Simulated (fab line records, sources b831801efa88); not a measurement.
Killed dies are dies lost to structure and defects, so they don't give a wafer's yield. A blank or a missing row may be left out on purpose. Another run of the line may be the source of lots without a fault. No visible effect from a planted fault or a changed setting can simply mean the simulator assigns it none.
Chamber matching || flow gf180mcu || cmp-02 running GF_V2_CMP_26: 4 sister chambers
The step polishes, stops on SiO2, t overpolish 15 s, target thk 0 nm. 4 wafers are shown with their chamber, then 12 later ones without.

## WAFERS, EACH WITH ITS CHAMBER
{"wafer": "L083.4", "chamber": 2, "motorCurrentA (A)": 13.7}
{"wafer": "L087.1", "chamber": 1, "motorCurrentA (A)": 9.4}
{"wafer": "L087.5", "chamber": 3, "motorCurrentA (A)": 12.3}
{"wafer": "L087.6", "chamber": 0, "motorCurrentA (A)": 12.5}

## WAFERS WITHOUT THEIR CHAMBER
{"wafer": "L088.1", "motorCurrentA (A)": 12.5}
{"wafer": "L088.3", "motorCurrentA (A)": 11.9}
{"wafer": "L088.5", "motorCurrentA (A)": 8.9}
{"wafer": "L089.1", "motorCurrentA (A)": 8.9}
{"wafer": "L089.3", "motorCurrentA (A)": 14.0}
{"wafer": "L089.4", "motorCurrentA (A)": 12.7}
{"wafer": "L091.1", "motorCurrentA (A)": 12.0}
{"wafer": "L091.4", "motorCurrentA (A)": 13.3}
{"wafer": "L091.6", "motorCurrentA (A)": 11.9}
{"wafer": "L092.4", "motorCurrentA (A)": 13.3}
{"wafer": "L092.5", "motorCurrentA (A)": 12.1}
{"wafer": "L092.6", "motorCurrentA (A)": 12.4}

## CHAMBER TAKEN BY EACH
{"wafer": "L088.1", "from the rows above": "can't be placed: 0 or 3", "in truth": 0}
{"wafer": "L088.3", "from the rows above": "can't be placed: 3 or 0", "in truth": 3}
{"wafer": "L088.5", "from the rows above": 1, "in truth": 1}
{"wafer": "L089.1", "from the rows above": 1, "in truth": 1}
{"wafer": "L089.3", "from the rows above": 2, "in truth": 2}
{"wafer": "L089.4", "from the rows above": "can't be placed: 0 or 3", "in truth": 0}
{"wafer": "L091.1", "from the rows above": "can't be placed: 3 or 0", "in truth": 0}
{"wafer": "L091.4", "from the rows above": "can't be placed: 2 or 0 or 3", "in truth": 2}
{"wafer": "L091.6", "from the rows above": "can't be placed: 3 or 0", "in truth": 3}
{"wafer": "L092.4", "from the rows above": "can't be placed: 2 or 0 or 3", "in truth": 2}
{"wafer": "L092.5", "from the rows above": "can't be placed: 3 or 0", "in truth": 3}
{"wafer": "L092.6", "from the rows above": "can't be placed: 0 or 3", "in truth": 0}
3 of 12 placed correctly. Unplaceable from these rows: 9, with the true chamber sitting among the candidates in 9. Wrongly placed: 0.
How it was worked out, from the rows above alone: a wafer's distance from a chamber is the root of the sum, over the readings, of the square of ((its reading less the chamber's mean) divided by the reading's scatter). If the next closest chamber is less than 2 further off than the closest, the wafer can't be placed; otherwise it belongs to the closest. For every chamber, the mean is computed from those of its wafers that are shown. The scatter: root of mean squared gap, hidden wafer to nearest shown wafer, with one shown wafer a chamber.
